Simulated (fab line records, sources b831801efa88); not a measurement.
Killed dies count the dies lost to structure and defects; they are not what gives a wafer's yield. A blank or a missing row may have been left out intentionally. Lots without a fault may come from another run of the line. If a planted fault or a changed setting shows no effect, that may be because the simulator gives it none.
A struck lot beside a sound one :: flow sky130 :: 26 out of 708 route steps
Sound: wafers L281.3, L281.4, L281.6. Wafers struck: L274.1, L274.4, L274.5. The cause is given at the end.
Each step with rows lists, per side, the tool, then ch with its chambers, then its first start. Under that, the readings that differ: sound wafers :: struck wafers :: difference of the means :: sigmas: that difference in standard deviations of wafers without a fault.
alike: readings with means less than 2 such deviations apart, plus words and numbers identical on both sides. not compared: withheld readings, readings lacking a value on some wafer, bounds such as >300 that could conceal the same value, and numbers that have no deviation in the record and whose values overlap.
Wherever a step has rows on one side only, a row that says differs or no value, or a row with sigmas, the two part there. Non-overlapping numbers with no deviation appear without sigmas and do not part them. A reading that every wafer of one side lacks parts them only if that side has two wafers or more.

SKY_PWDE_TW_MEAS_10:
  sound: film-metro-04 at day 7 19:10; struck: film-metro-04 at day 6 08:09
  alike: PWDE_TW
then, 7 steps without rows for these wafers: SKY_NWELL_DEHYDRATE_03 (time 60 s); SKY_NWELL_HMDS_04 (prime time 60 s); SKY_NWELL_COAT_05 (resist thk 3000 nm); SKY_NWELL_SOFTBAKE_06; SKY_NWELL_EXPOSE_07 (exposes mask NWM, target cd 840 nm); SKY_NWELL_PEB_08; SKY_NWELL_DEVELOP_09 (develop time 60 s).
SKY_NWELL_OVL_MEAS_10:
  sound: overlay-02 at day 8 15:10; struck: overlay-01 at day 7 03:13
  alike: NWELL_00_OVL
then, 3 steps without rows for these wafers: SKY_NWELL_IMPLANT_11; SKY_NWELL_IMPLANT_12; SKY_NWELL_IMPLANT_13.
SKY_NWELL_STRIP_14: strips in O2/N2.
  sound on plasma-asher-04 ch 0,1, day 8 15:41; struck on plasma-asher-01 ch 0,1, day 7 03:42
  no value came back on the struck wafers for chamber-pressure-mTorr (mTorr), drypump-motor-current-A (A), oes-product-au (a.u.), strip-time-to-endpoint-s (s); on the sound wafers chamber-pressure-mTorr (mTorr) reads 1500.1 1500.1 1500.6
reading: model.coat_of_NWELL_COAT_05.thk-nm (nm)
sound: 0 0 0
struck: 3012 3014 3004
difference: +3010
sigmas: 
  not compared: rf-hours-counter-h
SKY_NWELL_TW_MEAS_15:
  sound: film-metro-02 at day 8 15:46; struck: film-metro-02 at day 7 03:48
  alike: NWELL_TW
then, 7 steps without rows for these wafers: SKY_NWELL_DEHYDRATE_16 (time 60 s); SKY_NWELL_HMDS_17 (prime time 60 s); SKY_NWELL_COAT_18 (resist thk 3000 nm); SKY_NWELL_SOFTBAKE_19; SKY_NWELL_EXPOSE_20 (exposes mask NWM COMPLEMENT, target cd 840 nm); SKY_NWELL_PEB_21; SKY_NWELL_DEVELOP_22 (develop time 60 s).
SKY_NWELL_OVL_MEAS_23:
  sound: overlay-02 at day 9 11:46; struck: overlay-01 at day 7 23:28
  alike: NWELL_01_OVL
then, 1 step without rows for these wafers: SKY_NWELL_IMPLANT_24.
SKY_NWELL_STRIP_25: strips in O2/N2.
  sound on plasma-asher-01 ch 0,1, day 9 11:59; struck on plasma-asher-03 ch 0,1, day 7 23:39
reading: oes-product-au (a.u.)
sound: 0.725 0.725 0.719
struck: 0.746 0.745 0.750
difference: +0.024
sigmas: +5

reading: strip-time-to-endpoint-s (s)
sound: 36.78 36.80 36.72
struck: 81.48 81.58 81.40
difference: +44.72
sigmas: +99 or more
  alike: chamber-pressure-mTorr, drypump-motor-current-A
  not compared: rf-hours-counter-h
SKY_NWELL_TW_MEAS_26:
  sound: film-metro-02 at day 9 12:04; struck: film-metro-04 at day 7 23:45
reading: NWELL_2_TW
sound: 501 501 503
struck: 30 30 30
difference: -472
sigmas: -99 or more
then, 1 step without rows for these wafers: SKY_NWELL_CLEAN_27 (cleans in SC1/SC2, time 150 s).

WHERE THEY PART
First at SKY_NWELL_STRIP_14; last, within this record, at SKY_NWELL_TW_MEAS_26.

WHY: what had been put in by the simulator
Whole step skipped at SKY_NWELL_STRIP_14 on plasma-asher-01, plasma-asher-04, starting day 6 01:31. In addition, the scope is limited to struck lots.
